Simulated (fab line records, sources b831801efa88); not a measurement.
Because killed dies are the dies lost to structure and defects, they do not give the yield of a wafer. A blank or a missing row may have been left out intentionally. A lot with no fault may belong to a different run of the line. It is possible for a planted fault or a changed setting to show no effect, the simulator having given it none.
fab line records	flow gf180mcu
record: lots: 24	wafers: 72	last_day: 34
route steps=602 shown POLY_GATE@158 HV_LDD@208 CONTACT@303 M1@318 V1@338 M2@365
lots that met no fault: taken from a fault-free run of the same line
start_h: hours from the record's opening day to when the first of the lot's shown wafers began	wait_h: hours since the lot's step before	" as in the row above	L1.1+2: several wafers, shown together as one row	- either no value or no given start	* or withheld: withheld	< > ~ a bound
route shown NAME@n: a module of which the file shows steps, and the number in the route of the first	usual: average and standard deviation across the fault-free wafers	same: alike in all rows	chamber/n: place in a boat	sites: per-site readings	_std_site: standard deviation across them	_edge_site: outer sites' mean less inner sites'	radius_mm: for every site, how far away it sits from the centre of the wafer	mask NAME#n: copy n	behind: the tool/chamber that last shaped the wafer	hold: what put the lot on hold/how long, in hours/how the hold closed	device: whichever transistor did not switch (one of n, p or np)	end of line: at the end of the route, the tests of the same wafers	for a step that has no rows: nothing shown but its recipe	killed: not the wafer's yield, but the dies lost to structure and defects at the first sort	map: per-die view of a wafer (x killed, . not killed, _ where there is no die)
set.NAME: the setting the step ran with; set.NAME@STEP: the setting that earlier step ran with	model.NAME: the simulator's own value behind a step, which no gauge read
route steps across a sampled set of lots; one table per step, one row per wafer
services: from which hour (start_h, from the record's first day; less than 0 if before it) a tool's chamber was out of use, for how many hours, and why
== steps ==
step: GF_POLY_GATE_THK_MEAS_01
recipe: reads: poly-Si_of_POLY_GATE_CVD_00
usual: POLY_GATE_CVD_00_THK: 200.1/2.2
lot.wafer	tool	chamber	start_h	wait_h	POLY_GATE_CVD_00_THK[nm]
L074.1	film_metro-01	-	162.71	0.0	198.1
L074.2	"	-	"	"	197.8
L074.3	"	-	"	"	198.3
L075.1	film_metro-01	-	168.71	0.0	199.3
L075.2	"	-	"	"	197.9
L075.3	"	-	"	"	199.6
L076.2	film_metro-03	-	182.77	0.0	203.8
L076.4	"	-	"	"	203.3
L076.5	"	-	"	"	202.5
L077.2	film_metro-01	-	182.80	0.0	197.1
L077.5	"	-	"	"	196.7
L077.6	"	-	"	"	196.8
L078.2	film_metro-03	-	190.66	0.0	197.3
L078.3	"	-	"	"	199.4
L078.6	"	-	"	"	198.3
L079.2	film_metro-01	-	197.36	0.0	199.8
L079.5	"	-	"	"	200.1
L079.6	"	-	"	"	198.9
L080.2	film_metro-01	-	247.35	0.0	199.3
L080.3	"	-	"	"	199.5
L080.5	"	-	"	"	201.2
L081.1	film_metro-02	-	250.11	0.0	199.8
L081.3	"	-	"	"	197.3
L081.5	"	-	"	"	199.2
L082.3	film_metro-02	-	254.22	0.0	197.8
L082.4	"	-	"	"	197.9
L082.5	"	-	"	"	196.9
L083.1	film_metro-02	-	255.75	0.0	201.1
L083.2	"	-	"	"	202.2
L083.5	"	-	"	"	201.2
L084.2	film_metro-01	-	255.76	0.0	199.6
L084.3	"	-	"	"	200.2
L084.4	"	-	"	"	199.4
L085.1	film_metro-01	-	257.09	0.0	203.1
L085.2	"	-	"	"	203.2
L085.6	"	-	"	"	203.6
L086.2	film_metro-01	-	257.82	0.0	197.5
L086.4	"	-	"	"	198.7
L086.6	"	-	"	"	198.0
L087.1	film_metro-01	-	267.06	0.0	200.2
L087.2	"	-	"	"	201.9
L087.5	"	-	"	"	201.3
L088.1	film_metro-02	-	284.31	0.0	198.7
L088.4	"	-	"	"	198.6
L088.6	"	-	"	"	198.6
L089.2	film_metro-01	-	286.19	0.0	202.2
L089.3	"	-	"	"	201.8
L089.4	"	-	"	"	200.7
L090.1	film_metro-03	-	294.34	0.0	200.4
L090.3	"	-	"	"	202.4
L090.4	"	-	"	"	201.7
L091.2	film_metro-03	-	305.29	0.0	201.2
L091.5	"	-	"	"	200.9
L091.6	"	-	"	"	199.8
L092.1	film_metro-02	-	315.50	0.0	201.0
L092.2	"	-	"	"	199.2
L092.5	"	-	"	"	201.4
L094.1	film_metro-02	-	326.66	0.0	199.2
L094.3	"	-	"	"	200.1
L094.5	"	-	"	"	198.7
L093.2	film_metro-03	-	326.67	0.0	205.6
L093.5	"	-	"	"	203.7
L093.6	"	-	"	"	202.5
L095.2	film_metro-03	-	333.39	0.0	196.0
L095.3	"	-	"	"	196.4
L095.4	"	-	"	"	196.6
L097.2	film_metro-02	-	350.32	0.0	202.9
L097.4	"	-	"	"	202.9
L097.6	"	-	"	"	203.9
L096.2	film_metro-02	-	350.38	0.1	202.2
L096.5	"	-	"	"	203.3
L096.6	"	-	"	"	201.6
step: GF_HV_LDD_OVL_MEAS_32
usual: HV_LDD_02_OVL: 0.8/1.5
lot.wafer	tool	chamber	start_h	wait_h	HV_LDD_02_OVL[nm]
L074.1	overlay-02	-	235.01	0.1	-0.8
L074.2	"	-	"	"	0.2
L074.3	"	-	"	"	1.6
L075.1	overlay-02	-	241.61	0.1	0.1
L075.2	"	-	"	"	-0.6
L075.3	"	-	"	"	0.3
L076.2	overlay-02	-	257.46	0.1	-0.7
L076.4	"	-	"	"	0.2
L076.5	"	-	"	"	0.3
L077.2	overlay-01	-	258.96	0.1	1.9
L077.5	"	-	"	"	2.5
L077.6	"	-	"	"	4.6
L078.2	overlay-01	-	265.48	0.1	3.1
L078.3	"	-	"	"	2.6
L078.6	"	-	"	"	3.8
L079.2	overlay-02	-	273.71	0.1	1.7
L079.5	"	-	"	"	0.8
L079.6	"	-	"	"	1.8
L080.2	overlay-01	-	329.43	0.1	1.9
L080.3	"	-	"	"	1.6
L080.5	"	-	"	"	3.9
L081.1	overlay-01	-	333.51	0.1	-1.0
L081.3	"	-	"	"	-0.4
L081.5	"	-	"	"	-1.4
L082.3	overlay-01	-	336.43	0.1	2.0
L082.4	"	-	"	"	1.2
L082.5	"	-	"	"	2.7
L084.2	overlay-01	-	337.01	0.1	2.2
L084.3	"	-	"	"	0.1
L084.4	"	-	"	"	-1.1
L083.1	overlay-02	-	339.16	0.1	1.3
L083.2	"	-	"	"	3.2
L083.5	"	-	"	"	0.1
L085.1	overlay-02	-	340.66	0.1	0.8
L085.2	"	-	"	"	-0.1
L085.6	"	-	"	"	-1.1
L086.2	overlay-01	-	341.23	0.1	-0.1
L086.4	"	-	"	"	1.0
L086.6	"	-	"	"	2.2
L087.1	overlay-02	-	354.16	0.1	-0.6
L087.2	"	-	"	"	-0.9
L087.5	"	-	"	"	-0.7
L088.1	overlay-02	-	373.86	0.1	0.6
L088.4	"	-	"	"	1.3
L088.6	"	-	"	"	1.4
L089.2	overlay-02	-	374.51	0.1	0.8
L089.3	"	-	"	"	-0.5
L089.4	"	-	"	"	0.3
L090.1	overlay-02	-	383.32	0.1	-0.8
L090.3	"	-	"	"	2.1
L090.4	"	-	"	"	0.4
L091.2	overlay-01	-	395.13	0.1	0.8
L091.5	"	-	"	"	1.1
L091.6	"	-	"	"	1.1
L092.1	overlay-01	-	405.25	0.1	1.6
L092.2	"	-	"	"	0.1
L092.5	"	-	"	"	0.9
L094.1	overlay-02	-	423.32	0.1	3.3
L094.3	"	-	"	"	3.2
L094.5	"	-	"	"	1.2
L093.2	overlay-01	-	424.22	0.1	0.7
L093.5	"	-	"	"	1.1
L093.6	"	-	"	"	0.0
L095.2	overlay-02	-	432.41	0.1	-2.3
L095.3	"	-	"	"	-1.6
L095.4	"	-	"	"	1.7
L097.2	overlay-01	-	445.86	0.1	3.3
L097.4	"	-	"	"	1.6
L097.6	"	-	"	"	1.8
L096.2	overlay-02	-	447.27	0.1	-0.2
L096.5	"	-	"	"	0.7
L096.6	"	-	"	"	-1.6
step: GF_CONTACT_ETCH_16
recipe: chemistry: N2/H2	target_depth_a: withheld	overetch_a: withheld	time_s: withheld	target: BARC	ion_energy_ev: 200	source_w: 500	bias_w: 100	pressure_mtorr: 30	n2_flow_sccm: 100	h2_flow_sccm: 200
usual: drypump_motor_current_A: 5.8/0.52	oes_product_au: 0.855/0.0051	throttle_valve_pct: 13.224/0.0094
lot.wafer	tool	chamber	start_h	wait_h	drypump_motor_current_A	oes_product_au	throttle_valve_pct
L074.1	rie_diel-01	1	342.84	0.0	4.7	0.861	13.229
L074.2	"	2	"	"	5.7	0.847	13.214
L074.3	"	3	"	"	5.7	0.852	13.253
L075.1	rie_diel-01	0	348.51	0.0	6.3	0.859	13.220
L075.2	"	2	"	"	5.8	0.856	13.212
L075.3	"	3	"	"	5.6	0.854	13.234
L076.2	rie_diel-01	0	366.64	0.0	6.3	0.854	13.226
L076.4	"	1	"	"	4.7	0.857	13.219
L076.5	"	1	"	"	4.7	0.856	13.218
L077.2	rie_diel-01	0	368.59	0.0	6.3	0.852	13.235
L077.5	"	1	"	"	4.7	0.860	13.224
L077.6	"	2	"	"	5.7	0.859	13.237
L078.2	rie_diel-03	1	374.89	0.0	6.4	0.857	13.234
L078.3	"	0	"	"	6.3	0.859	13.229
L078.6	"	2	"	"	5.1	0.854	13.226
L079.2	rie_diel-02	2	383.71	0.0	6.2	0.855	13.228
L079.5	"	0	"	"	5.8	0.869	13.228
L079.6	"	3	"	"	5.5	0.861	13.229
L080.2	rie_diel-03	1	451.09	0.0	6.4	0.862	13.228
L080.3	"	0	"	"	6.3	0.852	13.235
L080.5	"	1	"	"	6.4	0.853	13.210
L081.1	rie_diel-01	1	454.69	0.0	4.7	0.854	13.231
L081.3	"	0	"	"	6.3	0.861	13.235
L081.5	"	0	"	"	6.3	0.847	13.222
L082.3	rie_diel-03	2	457.66	0.0	5.1	0.851	13.209
L082.4	"	0	"	"	6.3	0.849	13.223
L082.5	"	2	"	"	5.1	0.862	13.238
L084.2	rie_diel-02	2	458.49	0.0	6.2	0.855	13.207
L084.3	"	3	"	"	5.5	0.851	13.220
L084.4	"	0	"	"	5.8	0.864	13.227
L083.1	rie_diel-02	1	461.85	0.0	5.9	0.870	13.226
L083.2	"	2	"	"	6.2	0.849	13.231
L083.5	"	2	"	"	6.2	0.857	13.220
L085.1	rie_diel-03	0	463.99	0.0	6.3	0.847	13.229
L085.2	"	1	"	"	6.4	0.854	13.219
L085.6	"	3	"	"	6.0	0.858	13.227
L086.2	rie_diel-01	3	465.44	0.0	5.6	0.856	13.227
L086.4	"	1	"	"	4.7	0.859	13.227
L086.6	"	0	"	"	6.3	0.858	13.232
L087.1	rie_diel-02	3	479.25	0.0	5.5	0.850	13.218
L087.2	"	1	"	"	5.9	0.852	13.219
L087.5	"	2	"	"	6.2	0.855	13.191
L088.1	rie_diel-03	2	501.24	0.0	5.1	0.860	13.249
L088.4	"	3	"	"	6.0	0.842	13.229
L088.6	"	0	"	"	6.3	0.854	13.224
L089.2	rie_diel-03	0	503.19	0.0	6.3	0.865	13.231
L089.3	"	2	"	"	5.1	0.857	13.230
L089.4	"	2	"	"	5.1	0.855	13.224
L090.1	rie_diel-03	1	509.74	0.0	6.4	0.852	13.210
L090.3	"	3	"	"	6.0	0.848	13.228
L090.4	"	0	"	"	6.3	0.852	13.220
L091.2	rie_diel-01	2	521.74	0.0	5.7	0.862	13.229
L091.5	"	2	"	"	5.7	0.864	13.232
L091.6	"	3	"	"	5.7	0.861	13.214
L092.1	rie_diel-01	3	532.70	0.0	5.7	0.843	13.215
L092.2	"	0	"	"	6.3	0.847	13.220
L092.5	"	2	"	"	5.7	0.853	13.215
L094.1	rie_diel-01	2	548.54	0.0	5.7	0.854	13.226
L094.3	"	3	"	"	5.6	0.859	13.228
L094.5	"	2	"	"	5.7	0.862	13.212
L093.2	rie_diel-03	3	549.65	0.0	6.0	0.860	13.234
L093.5	"	3	"	"	6.0	0.860	13.206
L093.6	"	0	"	"	6.3	0.849	13.238
L095.2	rie_diel-03	3	557.64	0.0	6.0	0.850	13.243
L095.3	"	0	"	"	6.3	0.854	13.223
L095.4	"	2	"	"	5.1	0.852	13.233
L097.2	rie_diel-02	1	569.65	0.0	5.8	0.850	13.225
L097.4	"	0	"	"	5.8	0.846	13.218
L097.6	"	1	"	"	5.8	0.849	13.216
L096.2	rie_diel-01	1	570.54	0.0	4.7	0.861	13.209
L096.5	"	0	"	"	6.3	0.853	13.219
L096.6	"	3	"	"	5.7	0.859	13.218
step: GF_M1_SPUTTER_03
recipe: material: Ti	target_thk_nm: 10	substrate_temp_c: 300	chamber_pressure_pa: 0.3	power_w: 3000	time_s: 6.7
usual: throttle_valve_pct: 29.9/0.65
lot.wafer	tool	chamber	start_h	wait_h	throttle_valve_pct
L074.1	pvd_sputter-04	-	344.16	0.0	30.4
L074.2	"	-	"	"	30.3
L074.3	"	-	"	"	31.1
L075.1	pvd_sputter-04	-	349.82	0.0	30.4
L075.2	"	-	"	"	29.7
L075.3	"	-	"	"	30.9
L076.2	pvd_sputter-02	-	367.99	0.0	29.3
L076.4	"	-	"	"	29.9
L076.5	"	-	"	"	29.3
L077.2	pvd_sputter-04	-	369.91	0.0	31.1
L077.5	"	-	"	"	30.2
L077.6	"	-	"	"	31.1
L078.2	pvd_sputter-01	-	376.20	0.0	30.0
L078.3	"	-	"	"	30.0
L078.6	"	-	"	"	30.0
L079.2	pvd_sputter-04	-	385.01	0.0	31.2
L079.5	"	-	"	"	31.2
L079.6	"	-	"	"	30.4
L080.2	pvd_sputter-01	-	452.41	0.0	29.3
L080.3	"	-	"	"	28.6
L080.5	"	-	"	"	30.0
L081.1	pvd_sputter-02	-	455.99	0.0	29.2
L081.3	"	-	"	"	30.5
L081.5	"	-	"	"	29.7
L082.3	pvd_sputter-01	-	458.96	0.0	29.4
L082.4	"	-	"	"	29.8
L082.5	"	-	"	"	28.6
L084.2	pvd_sputter-02	-	459.89	0.0	29.5
L084.3	"	-	"	"	29.3
L084.4	"	-	"	"	30.5
L083.1	pvd_sputter-02	-	463.26	0.0	29.8
L083.2	"	-	"	"	30.7
L083.5	"	-	"	"	29.7
L085.1	pvd_sputter-01	-	465.29	0.0	30.2
L085.2	"	-	"	"	30.1
L085.6	"	-	"	"	29.4
L086.2	pvd_sputter-04	-	466.74	0.0	31.2
L086.4	"	-	"	"	29.8
L086.6	"	-	"	"	30.6
L087.1	pvd_sputter-02	-	480.56	0.0	29.8
L087.2	"	-	"	"	30.7
L087.5	"	-	"	"	29.5
L088.1	pvd_sputter-04	-	502.55	0.0	31.1
L088.4	"	-	"	"	29.8
L088.6	"	-	"	"	30.4
L089.2	pvd_sputter-04	-	504.49	0.0	30.3
L089.3	"	-	"	"	30.4
L089.4	"	-	"	"	31.1
L090.1	pvd_sputter-04	-	511.04	0.0	31.1
L090.3	"	-	"	"	30.5
L090.4	"	-	"	"	30.3
L091.2	pvd_sputter-02	-	523.13	0.0	30.3
L091.5	"	-	"	"	30.6
L091.6	"	-	"	"	29.4
L092.1	pvd_sputter-01	-	534.12	0.0	29.3
L092.2	"	-	"	"	29.3
L092.5	"	-	"	"	30.0
L094.1	pvd_sputter-04	-	549.93	0.0	31.1
L094.3	"	-	"	"	29.3
L094.5	"	-	"	"	30.5
L093.2	pvd_sputter-04	-	550.95	0.0	31.2
L093.5	"	-	"	"	30.4
L093.6	"	-	"	"	31.2
L095.2	pvd_sputter-02	-	558.95	0.0	30.3
L095.3	"	-	"	"	29.6
L095.4	"	-	"	"	29.3
L097.2	pvd_sputter-01	-	570.96	0.0	30.0
L097.4	"	-	"	"	29.8
L097.6	"	-	"	"	29.6
L096.2	pvd_sputter-02	-	571.84	0.0	29.6
L096.5	"	-	"	"	29.6
L096.6	"	-	"	"	29.1
step: GF_V1_THK_MEAS_03
recipe: reads: SiO2_of_V1_CVD_02
usual: V1_CVD_02_THK: 846/11
lot.wafer	tool	chamber	start_h	wait_h	V1_CVD_02_THK[nm]
L074.1	film_metro-01	-	366.87	0.0	824
L074.2	"	-	"	"	832
L074.3	"	-	"	"	834
L075.1	film_metro-04	-	371.95	0.0	831
L075.2	"	-	"	"	837
L075.3	"	-	"	"	834
L076.2	film_metro-04	-	392.17	0.0	845
L076.4	"	-	"	"	854
L076.5	"	-	"	"	872
L077.2	film_metro-01	-	394.43	0.0	848
L077.5	"	-	"	"	859
L077.6	"	-	"	"	845
L078.2	film_metro-04	-	400.57	0.0	838
L078.3	"	-	"	"	843
L078.6	"	-	"	"	851
L079.2	film_metro-04	-	410.09	0.0	840
L079.5	"	-	"	"	845
L079.6	"	-	"	"	844
L080.2	film_metro-04	-	478.21	0.0	834
L080.3	"	-	"	"	843
L080.5	"	-	"	"	855
L081.1	film_metro-03	-	481.57	0.0	838
L081.3	"	-	"	"	837
L081.5	"	-	"	"	864
L082.3	film_metro-03	-	483.82	0.1	838
L082.4	"	-	"	"	859
L082.5	"	-	"	"	856
L084.2	film_metro-03	-	484.96	0.0	833
L084.3	"	-	"	"	823
L084.4	"	-	"	"	851
L083.1	film_metro-03	-	487.68	0.1	841
L083.2	"	-	"	"	836
L083.5	"	-	"	"	846
L085.1	film_metro-01	-	490.55	0.0	824
L085.2	"	-	"	"	835
L085.6	"	-	"	"	853
L086.2	film_metro-03	-	491.89	0.0	846
L086.4	"	-	"	"	855
L086.6	"	-	"	"	858
L087.1	film_metro-03	-	505.46	0.0	842
L087.2	"	-	"	"	835
L087.5	"	-	"	"	845
L088.1	film_metro-03	-	527.46	0.0	847
L088.4	"	-	"	"	862
L088.6	"	-	"	"	862
L089.2	film_metro-04	-	529.49	0.0	853
L089.3	"	-	"	"	844
L089.4	"	-	"	"	861
L090.1	film_metro-01	-	534.75	0.0	836
L090.3	"	-	"	"	837
L090.4	"	-	"	"	861
L091.2	film_metro-01	-	546.55	0.0	844
L091.5	"	-	"	"	847
L091.6	"	-	"	"	845
L092.1	film_metro-03	-	556.80	0.0	854
L092.2	"	-	"	"	842
L092.5	"	-	"	"	863
L094.1	film_metro-01	-	572.79	0.0	829
L094.3	"	-	"	"	842
L094.5	"	-	"	"	856
L093.2	film_metro-04	-	573.61	0.0	840
L093.5	"	-	"	"	847
L093.6	"	-	"	"	856
L095.2	film_metro-03	-	581.41	0.0	846
L095.3	"	-	"	"	836
L095.4	"	-	"	"	865
L097.2	film_metro-03	-	592.66	0.0	836
L097.4	"	-	"	"	854
L097.6	"	-	"	"	847
L096.2	film_metro-04	-	593.38	0.0	854
L096.5	"	-	"	"	875
L096.6	"	-	"	"	850
step: GF_M2_SPUTTER_03
recipe: material: Ti	target_thk_nm: 10	substrate_temp_c: 300	chamber_pressure_pa: 0.3	power_w: 3000	time_s: 6.7
usual: throttle_valve_pct: 29.8/0.81
lot.wafer	tool	chamber	start_h	wait_h	throttle_valve_pct
L074.1	pvd_sputter-03	-	391.46	0.0	30.7
L074.2	"	-	"	"	31.1
L074.3	"	-	"	"	29.0
L075.1	pvd_sputter-01	-	396.87	0.0	29.9
L075.2	"	-	"	"	28.5
L075.3	"	-	"	"	29.4
L076.2	pvd_sputter-02	-	418.66	0.0	29.7
L076.4	"	-	"	"	30.6
L076.5	"	-	"	"	30.5
L077.2	pvd_sputter-01	-	420.33	0.0	29.1
L077.5	"	-	"	"	29.3
L077.6	"	-	"	"	29.9
L078.2	pvd_sputter-01	-	426.21	0.0	28.5
L078.3	"	-	"	"	29.9
L078.6	"	-	"	"	29.6
L079.2	pvd_sputter-01	-	436.84	0.0	29.7
L079.5	"	-	"	"	28.7
L079.6	"	-	"	"	30.1
L080.2	pvd_sputter-03	-	504.07	0.0	31.0
L080.3	"	-	"	"	30.5
L080.5	"	-	"	"	29.0
L081.1	pvd_sputter-01	-	507.99	0.0	29.7
L081.3	"	-	"	"	29.7
L081.5	"	-	"	"	29.7
L082.3	pvd_sputter-02	-	510.39	0.0	29.8
L082.4	"	-	"	"	29.4
L082.5	"	-	"	"	29.5
L084.2	pvd_sputter-01	-	511.39	0.0	28.7
L084.3	"	-	"	"	29.8
L084.4	"	-	"	"	29.8
L083.1	pvd_sputter-02	-	514.10	0.0	29.7
L083.2	"	-	"	"	29.7
L083.5	"	-	"	"	29.3
L085.1	pvd_sputter-03	-	516.39	0.0	31.2
L085.2	"	-	"	"	30.4
L085.6	"	-	"	"	28.7
L086.2	pvd_sputter-01	-	517.77	0.0	29.7
L086.4	"	-	"	"	29.9
L086.6	"	-	"	"	29.9
L087.1	pvd_sputter-01	-	530.76	0.0	29.4
L087.2	"	-	"	"	29.9
L087.5	"	-	"	"	28.8
L088.1	pvd_sputter-03	-	550.95	0.0	28.9
L088.4	"	-	"	"	30.5
L088.6	"	-	"	"	31.2
L089.2	pvd_sputter-03	-	553.75	0.0	31.3
L089.3	"	-	"	"	30.5
L089.4	"	-	"	"	30.8
L090.1	pvd_sputter-03	-	559.03	0.0	28.8
L090.3	"	-	"	"	30.7
L090.4	"	-	"	"	31.2
L091.2	pvd_sputter-03	-	570.57	0.0	31.0
L091.5	"	-	"	"	30.4
L091.6	"	-	"	"	31.2
L092.1	pvd_sputter-02	-	580.53	0.0	29.6
L092.2	"	-	"	"	29.7
L092.5	"	-	"	"	29.6
L094.1	pvd_sputter-03	-	595.25	0.0	31.1
L094.3	"	-	"	"	30.2
L094.5	"	-	"	"	29.0
L093.2	pvd_sputter-01	-	596.94	0.0	30.0
L093.5	"	-	"	"	28.5
L093.6	"	-	"	"	29.9
L095.2	pvd_sputter-01	-	604.39	0.0	29.2
L095.3	"	-	"	"	29.8
L095.4	"	-	"	"	28.4
L097.2	pvd_sputter-03	-	615.34	0.0	28.9
L097.4	"	-	"	"	30.3
L097.6	"	-	"	"	29.3
L096.2	pvd_sputter-01	-	615.97	0.0	28.5
L096.5	"	-	"	"	29.9
L096.6	"	-	"	"	28.8
== services ==
tool	chamber	start_h	hours	kind
rie_diel-02	-	329.67	2.8	pm
rie_diel-03	1	335.03	4.2	repair
pvd_sputter-01	3	350.68	-	consumable_replace:kit
pvd_sputter-01	3	350.68	18.0	scheduled_down
pvd_sputter-01	3	350.68	18.0	vent_cycle
rie_diel-01	-	351.61	0.6	repair
rie_diel-01	1	352.19	13.2	repair
pvd_sputter-04	-	356.03	1.9	repair
rie_diel-02	2	363.58	2.1	repair
rie_diel-01	3	384.53	11.5	repair
rie_diel-02	1	400.36	3.3	repair
pvd_sputter-03	-	404.24	4.0	repair
rie_diel-01	2	461.12	4.6	repair
pvd_sputter-03	-	473.45	1.6	repair
rie_diel-01	-	476.06	0.2	repair
pvd_sputter-02	-	489.47	8.8	repair
rie_diel-03	1	499.63	6.7	repair
pvd_sputter-03	-	541.32	1.4	repair
pvd_sputter-01	-	553.23	11.6	repair
rie_diel-02	2	558.58	2.8	repair
rie_diel-02	3	573.37	9.8	repair
pvd_sputter-02	-	592.84	4.5	repair
rie_diel-01	0	597.78	6.3	repair
rie_diel-01	1	614.78	9.6	repair
== key ==
fault none
